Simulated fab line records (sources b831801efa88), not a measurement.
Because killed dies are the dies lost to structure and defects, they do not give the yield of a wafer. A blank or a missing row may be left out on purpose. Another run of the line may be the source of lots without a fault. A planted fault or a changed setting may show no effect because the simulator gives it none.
Which tool did it? ; flow gf180mcu ; 24 lots with 72 wafers sampled at 6 steps, on a route of 602 steps

WHAT THE GAUGES SHOWED, per wafer
GF_M2_OVL_MEAS_15.
lot;measured;on;M2_OVL (nm)
L074;day 18 23:25;overlay-01;-2 -1 -5
L075;day 19 14:59;overlay-01;0 -4 7
L076;day 19 16:43;overlay-01;-7 -7 -1
L077;day 19 23:38;overlay-02;-1 -1 -4
L078;day 20 10:47;overlay-01;-4 -6 8
L079;day 20 17:49;overlay-02;-16 -12 -11
L080;day 21 00:09;overlay-01;-7 -2 -7
L081;day 21 15:41;overlay-01;4 3 -8
L082;day 22 00:32;overlay-02;-3 5 1
L083;day 22 13:53;overlay-02;2 -5 -1
L084;day 22 15:52;overlay-02;0 9 0
L085;day 22 22:23;overlay-01;-6 -4 -7
L086;day 23 06:11;overlay-02;2 -1 3
L087;day 23 23:59;overlay-02;-7 -8 -7
L088;day 24 00:08;overlay-02;1 -6 0
L089;day 24 19:43;overlay-02;-4 -1 0
L090;day 24 20:05;overlay-01;0 -6 -1
L091;day 25 03:23;overlay-01;-4 -3 3
L093;day 25 13:55;overlay-01;-4 -2 -7
L092;day 25 15:55;overlay-01;-10 -6 -2
L094;day 25 20:59;overlay-02;7 10 4
L095;day 26 07:04;overlay-02;-7 -7 -10
L096;day 26 08:41;overlay-02;-6 -4 -2
L097;day 26 20:02;overlay-02;7 0 6

GF_V2_THK_MEAS_01.
lot;measured;on;V2_CVD_00_THK (nm)
L074;day 19 00:11;film-metro-04;606 604 601
L075;day 19 15:52;film-metro-04;609 606 606
L076;day 19 17:29;film-metro-04;590 589 597
L077;day 20 00:23;film-metro-02;597 598 596
L078;day 20 11:34;film-metro-04;603 594 606
L079;day 20 18:34;film-metro-02;595 594 592
L080;day 21 00:55;film-metro-02;592 603 595
L081;day 21 16:26;film-metro-01;611 605 609
L082;day 22 01:18;film-metro-04;583 586 588
L083;day 22 14:43;film-metro-01;610 604 611
L084;day 22 16:37;film-metro-02;601 604 601
L085;day 22 23:11;film-metro-01;615 607 602
L086;day 23 06:56;film-metro-01;618 610 615
L087;day 24 00:46;film-metro-01;597 592 604
L088;day 24 00:58;film-metro-01;589 592 601
L089;day 24 20:28;film-metro-02;600 595 598
L090;day 24 20:50;film-metro-02;597 605 603
L091;day 25 04:08;film-metro-02;602 596 598
L093;day 25 14:47;film-metro-01;591 606 596
L092;day 25 16:47;film-metro-02;594 598 596
L094;day 25 21:49;film-metro-02;610 601 606
L095;day 26 07:50;film-metro-01;606 605 599
L096;day 26 09:34;film-metro-02;600 611 606
L097;day 26 20:50;film-metro-02;595 597 601

GF_PASSIVATION_THK_MEAS_01.
lot;measured;on;PASSIVATION_CVD_00_THK (nm)
L074;day 28 00:10;film-metro-02;995 1001 1008
L075;day 28 12:29;film-metro-02;973 982 1002
L076;day 28 13:13;film-metro-01;968 984 1004
L077;day 28 17:47;film-metro-01;996 1020 1014
L078;day 29 01:27;film-metro-01;983 1003 991
L079;day 29 07:58;film-metro-04;990 999 999
L080;day 29 14:00;film-metro-01;1025 1016 1020
L081;day 30 00:49;film-metro-02;1000 1000 1006
L082;day 30 08:34;film-metro-04;989 1007 1023
L083;day 30 18:26;film-metro-02;996 999 1003
L084;day 30 18:50;film-metro-02;977 1025 1004
L085;day 31 01:20;film-metro-02;995 1028 1019
L086;day 31 07:41;film-metro-02;987 986 997
L087;day 31 20:32;film-metro-01;1001 1002 1005
L088;day 31 22:16;film-metro-02;992 1021 1001
L089;day 32 10:41;film-metro-04;998 1001 1027
L090;day 32 12:26;film-metro-02;999 991 999
L091;day 32 18:52;film-metro-02;995 1009 1014
L093;day 33 02:35;film-metro-02;967 1009 995
L092;day 33 03:40;film-metro-02;991 991 1003
L094;day 33 08:02;film-metro-04;1002 1020 1017
L095;day 33 15:11;film-metro-04;996 1020 1011
L096;day 33 16:37;film-metro-02;1007 990 1009
L097;day 34 02:07;film-metro-04;987 996 1007

GF_PASSIVATION_BOW_MEAS_14.
lot;measured;on;PASSIVATION_BOW (um)
L074;day 28 22:57;film-metro-04;130 121 126
L075;day 29 09:34;film-metro-01;142 135 131
L076;day 29 10:25;film-metro-01;139 127 129
L077;day 29 15:00;film-metro-02;130 136 134
L078;day 29 21:47;film-metro-01;141 137 122
L079;day 30 04:39;film-metro-04;131 123 131
L080;day 30 10:37;film-metro-04;127 139 139
L081;day 30 20:25;film-metro-04;150 147 145
L082;day 31 04:11;film-metro-01;134 135 145
L083;day 31 14:08;film-metro-02;167 161 157
L084;day 31 14:12;film-metro-04;144 139 142
L085;day 31 20:48;film-metro-01;122 133 138
L086;day 32 02:51;film-metro-04;125 152 141
L087;day 32 15:04;film-metro-04;120 124 125
L088;day 32 16:35;film-metro-01;128 119 118
L089;day 33 04:55;film-metro-02;134 128 136
L090;day 33 06:47;film-metro-01;157 151 158
L091;day 33 13:00;film-metro-01;139 127 136
L093;day 33 19:39;film-metro-02;145 135 150
L092;day 33 21:18;film-metro-04;136 129 139
L094;day 34 01:21;film-metro-04;130 137 137
L095;day 34 07:49;film-metro-01;149 141 137
L096;day 34 09:25;film-metro-02;131 154 153
L097;day 34 18:32;film-metro-02;135 129 130

WHICH TOOL RAN EACH LOT (tool, then ch and the chambers of the sampled wafers, then the start)
lot;GF_V1_CMP_04;GF_V3_CMP_04
L074;cmp-02 ch 1,2,3, day 16 21:03;cmp-01 ch 1,2, day 21 05:25
L075;cmp-02 ch 0,2,3, day 17 12:59;cmp-02 ch 1,2,3, day 21 21:08
L076;cmp-02 ch 0,1,2, day 17 13:54;cmp-02 ch 0,1,2, day 21 22:55
L077;cmp-02 ch 2,3, day 17 20:10;cmp-02 ch 2,3, day 22 04:22
L078;cmp-01 ch 1,2, day 18 06:37;cmp-02 ch 2,3, day 22 13:53
L079;cmp-02 ch 2,3, day 18 13:38;cmp-01 ch 0,1,2, day 22 21:10
L080;cmp-01 ch 0,2,3, day 18 20:43;cmp-01 ch 0,2,3, day 23 03:04
L081;cmp-01 ch 0,1,2, day 19 12:08;cmp-01 ch 1,2,3, day 23 16:46
L082;cmp-02 ch 1,3, day 19 22:56;cmp-01 ch 2,3, day 24 02:17
L083;cmp-02 ch 0,2,3, day 20 12:46;cmp-02 ch 0,3, day 24 14:20
L084;cmp-01 ch 0,2,3, day 20 13:41;cmp-01 ch 0,1,3, day 24 15:58
L085;cmp-02 ch 0,2, day 20 20:20;cmp-01 ch 0,1,2, day 24 22:54
L086;cmp-02 ch 0,1,2, day 21 05:14;cmp-02 ch 0,2,3, day 25 06:05
L087;cmp-02 ch 0,1,2, day 21 23:49;cmp-01 ch 1,2,3, day 25 22:06
L088;cmp-01 ch 1,2,3, day 22 00:53;cmp-02 ch 0,1,3, day 25 23:38
L089;cmp-01 ch 0,2,3, day 22 22:04;cmp-01 ch 1,3, day 26 17:20
L090;cmp-02 ch 2,3, day 22 22:21;cmp-01 ch 1,2,3, day 26 18:32
L091;cmp-01 ch 0,1,2, day 23 06:46;cmp-02 ch 0,2, day 27 01:36
L093;cmp-02 ch 0,1,2, day 23 16:41;cmp-02 ch 0,2,3, day 27 11:10
L092;cmp-02 ch 1,2,3, day 23 17:40;cmp-02 ch 0,2,3, day 27 12:44
L094;cmp-02 ch 0,2,3, day 24 00:34;cmp-02 ch 1,2,3, day 27 17:20
L095;cmp-02 ch 1,2,3, day 24 11:29;cmp-01 ch 0,3, day 28 02:20
L096;cmp-01 ch 0,1,2, day 24 12:11;cmp-02 ch 1,2,3, day 28 05:20
L097;cmp-01 ch 0,1,2, day 25 00:22;cmp-01 ch 0,2,3, day 28 16:52
- GF_V1_CMP_04: polishes SiO2.
- GF_V3_CMP_04: polishes SiO2.

AS READ BY THE TOOLS THEMSELVES (means over the sampled wafers that have a number; for cases with no such wafer, the mark the record gives instead)
GF_V1_CMP_04.
lot;tool;motor-current-A (A);platen-rpm (rpm);time-to-endpoint-s (s)
L074;cmp-02;12.6;60.01;72
L075;cmp-02;12.7;60.03;82
L076;cmp-02;12.5;60.01;75
L077;cmp-02;13.5;59.97;81
L078;cmp-01;10.5;60.01;80
L079;cmp-02;13.5;59.99;86
L080;cmp-01;12.8;60.00;81
L081;cmp-01;11.4;59.99;73
L082;cmp-02;12.5;60.00;85
L083;cmp-02;13.3;60.02;84
L084;cmp-01;12.5;60.02;81
L085;cmp-02;13.7;59.98;85
L086;cmp-02;12.7;60.01;81
L087;cmp-02;12.7;60.03;86
L088;cmp-01;11.7;59.98;77
L089;cmp-01;12.4;60.02;74
L090;cmp-02;13.6;59.99;87
L091;cmp-01;11.6;59.97;81
L093;cmp-02;12.8;60.00;91
L092;cmp-02;12.9;59.99;84
L094;cmp-02;13.4;59.97;84
L095;cmp-02;12.8;60.00;85
L096;cmp-01;11.2;60.01;76
L097;cmp-01;11.4;60.03;83

GF_V3_CMP_04.
lot;tool;motor-current-A (A);platen-rpm (rpm);time-to-endpoint-s (s)
L074;cmp-01;10.4;60.00;79
L075;cmp-02;12.3;60.05;85
L076;cmp-02;12.8;59.97;83
L077;cmp-02;12.9;60.02;84
L078;cmp-02;13.2;59.98;84
L079;cmp-01;11.3;60.00;83
L080;cmp-01;12.7;59.98;80
L081;cmp-01;11.6;59.99;77
L082;cmp-01;12.1;60.02;80
L083;cmp-02;12.6;59.99;83
L084;cmp-01;11.9;60.03;84
L085;cmp-01;11.3;60.01;78
L086;cmp-02;12.8;60.02;76
L087;cmp-01;11.6;60.05;76
L088;cmp-02;12.6;59.99;75
L089;cmp-01;11.3;60.02;79
L090;cmp-01;11.7;59.98;75
L091;cmp-02;12.5;59.98;71
L093;cmp-02;12.5;60.01;72
L092;cmp-02;13.0;59.98;70
L094;cmp-02;13.2;60.02;81
L095;cmp-01;13.1;60.01;84
L096;cmp-02;12.9;60.01;77
L097;cmp-01;12.5;59.94;83

THE ANSWER, worked out from the rows above alone
Rule: usual is defined by the lots themselves. Put in order of their means at a reading, lots are off if they are a third of the lots or fewer, leave a main group of 4 or more, and stand apart from it by a gap of 3 or more times the standard deviation of the main group's means; of several such gaps the widest counts. If all means in a main group match to the digits the tables above print for the reading, that group is not used. Also off: a lot with no number at a reading for which 4 or more lots have one. All remaining lots with rows at the step are treated as sound. Order of review: gauges by route order, followed by the tools' own readings, for which a lot's mean as printed above is used. At the first step where some lot is off, the reading lying furthest off is the one used; lots without a number count as furthest.
Nothing can be told from this: no lot is off at any reading shown.

WHAT HAD BEEN PUT IN BY THE SIMULATOR
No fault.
